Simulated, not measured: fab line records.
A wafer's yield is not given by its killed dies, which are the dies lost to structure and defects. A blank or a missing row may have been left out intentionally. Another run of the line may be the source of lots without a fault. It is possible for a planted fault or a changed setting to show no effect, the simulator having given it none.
A lot that was struck, set against a sound lot    flow sfq line    15 steps out of a route of 325
Sound: wafers L350.2, L350.3, L350.5. Struck: wafer L365.5 (L365.2, L365.3, from the same lot, were not struck and are left out); the cause is given at the end.
Each step with rows lists, per side, the tool, then ch with its chambers, then its first start. Under that, the readings that differ: sound wafers    struck wafers    difference of the means    sigmas: that difference in standard deviations of wafers without a fault.
alike: readings whose means differ by less than 2 such deviations, and words and numbers that are the same on both sides. not compared: withheld readings, readings that some wafer has no value for, bounds like >300 that may hide the same value, and numbers for which the record gives no deviation and whose values overlap.
Wherever a step has rows on one side only, a row that says differs or no value, or a row with sigmas, the two part there. When numbers do not overlap yet have no deviation, they are printed without sigmas and do not part them. A reading that every wafer of one side lacks parts them only if that side has two wafers or more.

SFQ_I5_OVL_MEAS_936:
  sound on overlay-02 at day 59 19:31; struck on overlay-02 at day 69 05:25
  alike: I5_OVL
SFQ_TRILAYER_I5_BARC_OPEN_VIA_ETCH_200: etches BARC in O2, target depth 125 nm, time 41.7 s.
  sound on rie diel-04 ch 1,3, day 59 19:33; struck on rie diel-04 ch 1, day 69 05:26
  alike: drypump motor current A, oes product au
  not compared: rf hours counter h
SFQ_TRILAYER_I5_ETCH_VIA_ETCH_147: etches the open film in CHF3, stops on Nb, target depth 360 nm.
  sound on rie diel-04 ch 1,3, day 59 19:35; struck on rie diel-04 ch 1, day 69 05:29
  alike: drypump motor current A, oes product au
SFQ_TRILAYER_I5_STRIP_STRIP_148: strips in O2.
  sound on rie metal-02 ch 0,1, day 59 19:44; struck on rie metal-04 ch 0, day 69 05:38
  alike: drypump motor current A, oes product au
  not compared: rf hours counter h
then, 7 steps without rows for these wafers: SFQ_TRILAYER_I5_STRIP_SOLV_CLEAN_149 (cleans in NMP, time 600 s); SFQ_TRILAYER_C5_LITHO_COAT_156 (resist thk 62 nm); SFQ_TRILAYER_C5_LITHO_COAT_151 (resist thk 650 nm); SFQ_TRILAYER_C5_LITHO_SOFTBAKE_155; SFQ_TRILAYER_C5_LITHO_EXPOSE_152 (exposes mask C5, target cd 500 nm); SFQ_TRILAYER_C5_LITHO_PEB_154 (peb time 60 s); SFQ_TRILAYER_C5_LITHO_DEVELOP_153 (time 60 s).
-- the record jumps here: 4 days lie between the struck wafers' starts before and after --
SFQ_C5_OVL_MEAS_937:
  sound on overlay-02 at day 60 15:23; struck on overlay-01 at day 73 16:19
  alike: C5_OVL
SFQ_TRILAYER_C5_BARC_OPEN_VIA_ETCH_210: etches BARC in O2, target depth 125 nm, time 41.7 s.
  sound on rie diel-02 ch 2,3, day 60 15:25; struck on rie diel-02 ch 1, day 73 16:20
reading                                              sound              struck  difference  sigmas
model.KrF_of_TRILAYER_C5_LITHO_COAT_151.thk nm (nm)  577.7 578.5 576.4  595.5   +18.0       
  alike: drypump motor current A, oes product au
  not compared: rf hours counter h
SFQ_TRILAYER_C5_ETCH_VIA_ETCH_154: etches SiO2 in CHF3, stops on Nb, target depth 84 nm.
  sound on rie diel-02 ch 2,3, day 60 15:28; struck on rie diel-02 ch 1, day 73 16:23
reading                                              sound              struck  difference  sigmas
model.KrF_of_TRILAYER_C5_LITHO_COAT_151.thk nm (nm)  563.1 564.2 562.1  580.8   +17.7       
  alike: drypump motor current A, oes product au
SFQ_TRILAYER_C5_STRIP_STRIP_155: strips in O2.
  sound on rie metal-02 ch 0, day 60 15:31; struck on rie metal-03 ch 0, day 73 16:26
reading                      sound        struck  difference  sigmas
drypump motor current A (A)  4.8 4.9 4.8  6.3     +1.5        +3
  alike: oes product au
  not compared: rf hours counter h

## WHERE THEY PART
Only at SFQ_TRILAYER_C5_STRIP_STRIP_155, as far as this record shows.

WHY: what had been put in by the simulator
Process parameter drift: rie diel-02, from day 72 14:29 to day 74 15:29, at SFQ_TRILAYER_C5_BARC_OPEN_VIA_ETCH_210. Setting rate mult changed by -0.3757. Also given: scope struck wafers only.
